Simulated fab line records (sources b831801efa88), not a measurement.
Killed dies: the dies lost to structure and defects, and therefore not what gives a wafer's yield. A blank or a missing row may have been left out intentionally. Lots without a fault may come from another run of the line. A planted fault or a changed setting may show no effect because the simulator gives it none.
A single fault, viewed from 2 desks | flow sky130 | each desk has only its own numbers; what lay behind them comes last

## AT THE TOOL OWNER'S DESK: hdpcvd-01
The tool's own readings at SKY_VIA2_HDPCVD_00 (deposits SiO2, target thk 1180 nm, time 196.7 s): means of the sampled wafers that have a number, for each lot that ran on this tool. If a lot's mean is further than 4 standard deviations from the usual mean, the lot is out of limits and carries the mark OUT (the distance appears in the brackets).
Columns: A = sih4 flow sccm at SKY_VIA2_HDPCVD_00, usual 60.01 sccm
lot  | first seen here | A
L625 | day 35 23:22    | 60.11
L626 | day 36 21:44    | 59.99
L630 | day 37 18:29    | 60.07
L631 | day 37 21:33    | 60.05
L635 | day 39 01:42    | 59.95
L637 | day 39 03:25    | 72.02 (+63) OUT
L638 | day 39 14:01    | 72.07 (+63) OUT
This desk finds L637, L638 out of limits, L637 being first, at day 39 03:25 (sih4 flow sccm at SKY_VIA2_HDPCVD_00). In limits: L625, L626, L630, L631, L635.

## METROLOGY DESK
What the gauges read for every lot (on any tool): the sampled wafers with a number, averaged. If a lot's mean is further than 4 standard deviations from the usual mean, the lot is out of limits and carries the mark OUT (the distance appears in the brackets).
Columns: A = VIA1_BOW at SKY_VIA1_BOW_MEAS_03, usual 79 um; B = VIA2_HDPCVD_THK at SKY_VIA2_THK_MEAS_01, usual 1171 nm
lot  | first seen here | A  | B
L625 | day 33 14:22    | 77 | 1166
L626 | day 34 15:47    | 77 | 1155
L627 | day 34 17:02    | 86 | 1186
L628 | day 34 22:21    | 74 | 1182
L629 | day 35 03:08    | 80 | 1176
L632 | day 35 11:02    | 74 | 1167
L630 | day 35 12:37    | 79 | 1191
L631 | day 35 13:59    | 68 | 1181
L635 | day 36 18:37    | 79 | 1174
L637 | day 36 21:26    | 83 | 1404 (+21) OUT
L638 | day 37 09:59    | 78 | 1398 (+21) OUT
L645 | day 39 15:20    | 74 | 1174
This desk finds L637, L638 out of limits, with the earliest case on L637 at day 39 03:32 (VIA2_HDPCVD_THK at SKY_VIA2_THK_MEAS_01). In limits: L625, L626, L627, L628, L629, L632, L630, L631, L635, L645.

## ALL TOGETHER
An alarm could have come from the tool owner's desk at day 39 03:25, on L637, L638.
The metrology desk could have raised an alarm at day 39 03:32, on L637, L638.
On hdpcvd-01, each named lot ran SKY_VIA2_HDPCVD_00.

## WHAT THE SIMULATOR HAD INSERTED
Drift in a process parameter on hdpcvd-01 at SKY_VIA2_HDPCVD_00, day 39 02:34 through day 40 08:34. From 60, the setting sih4 flow sccm moved by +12. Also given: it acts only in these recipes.
Shown lots that were struck: L637, L638.
Counting hours from when the fault started, the first reading out of limits came at 1 for the tool owner's desk and at 1 for the metrology desk.
